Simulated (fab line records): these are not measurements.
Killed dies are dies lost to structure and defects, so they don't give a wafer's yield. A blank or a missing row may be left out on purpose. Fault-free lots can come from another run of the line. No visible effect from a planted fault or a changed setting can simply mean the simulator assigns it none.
The tool behind it: which one? | flow gf180mcu | 12 lots (36 wafers sampled), 1 step of a 602-step route

== WHAT THE GAUGES READ, wafer by wafer ==
GF_CONTACT_THK_MEAS_01.
lot  | measured     | on            | CONTACT_CVD_00_THK (nm)
L075 | day 15 16:57 | film-metro-02 | 297 291 295
L077 | day 16 13:01 | film-metro-03 | 294 298 302
L079 | day 17 10:52 | film-metro-03 | 298 296 304
L081 | day 17 21:35 | film-metro-02 | 300 302 299
L083 | day 18 18:27 | film-metro-02 | 299 296 294
L085 | day 19 08:15 | film-metro-02 | 303 301 300
L087 | day 19 22:22 | film-metro-03 | 299 296 300
L089 | day 20 18:34 | film-metro-03 | 297 304 297
L091 | day 21 12:13 | film-metro-02 | 295 296 296
L093 | day 22 04:39 | film-metro-01 | 296 297 299
L095 | day 22 18:29 | film-metro-03 | 297 298 297
L097 | day 23 14:04 | film-metro-03 | 303 305 300

== EACH LOT AND THE TOOL THAT RAN IT (in order: tool; ch and the chambers of the sampled wafers; start) ==
Record: no process step prior to these readings.

== THE ANSWER, worked out from the rows above alone ==
Rule: what is usual is taken from the lots themselves. The widest of any qualifying gaps counts: lots, ordered by their means at a reading, are off when they make up no more than a third of the lots, leave a main group of 4 or more, and stand apart from it by 3 or more times the standard deviation of that group's means. If all means in a main group match to the digits the tables above print for the reading, that group is not used. A lot without any number at a reading at which 4 lots or more have one is off too. Where the step has rows for the other lots, those lots are counted as sound.
None of the lots is off at any reading shown; this tells nothing.

== WHAT HAD BEEN PUT IN BY THE SIMULATOR ==
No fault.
